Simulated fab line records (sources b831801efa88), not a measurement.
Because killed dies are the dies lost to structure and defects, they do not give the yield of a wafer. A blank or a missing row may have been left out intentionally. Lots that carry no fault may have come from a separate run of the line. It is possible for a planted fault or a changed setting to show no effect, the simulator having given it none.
Which tool was responsible? | flow gf180mcu | at 1 step of a route of 602, 6 lots with 18 wafers sampled

WHAT THE GAUGES READ, wafer by wafer
GF_CONTACT_CD_MEAS_14 targets a cd of 220 nm.
lot  | measured     | on        | cd nm (nm)
L923 | day 16 12:27 | cd sem-01 | 221.8 221.5 220.0
L927 | day 18 03:25 | cd sem-01 | 220.3 221.3 220.1
L934 | day 21 15:52 | cd sem-01 | 219.3 219.9 219.8
L938 | day 22 07:40 | cd sem-02 | 219.8 219.8 220.3
L940 | day 22 22:14 | cd sem-02 | 219.2 219.8 219.0
L944 | day 24 04:09 | cd sem-01 | 219.6 219.0 220.1

TOOL THAT RAN EACH LOT (tool first, then ch and the chambers of the sampled wafers, then the start)
The record shows no process step preceding these readings.

THE ANSWER, worked out from the rows above alone
Rule: the usual values come from the lots themselves. The widest of any qualifying gaps counts: lots, ordered by their means at a reading, are off when they make up no more than a third of the lots, leave a main group of 4 or more, and stand apart from it by 3 or more times the standard deviation of that group's means. A main group whose means are all the same, to the digits that the tables above print for the reading, isn't used. Also off: a lot with no number at a reading for which 4 or more lots have one. Where the step has rows for the other lots, those lots are counted as sound.
None of the lots is off at any reading shown; this tells nothing.

WHAT THE SIMULATOR PUT IN
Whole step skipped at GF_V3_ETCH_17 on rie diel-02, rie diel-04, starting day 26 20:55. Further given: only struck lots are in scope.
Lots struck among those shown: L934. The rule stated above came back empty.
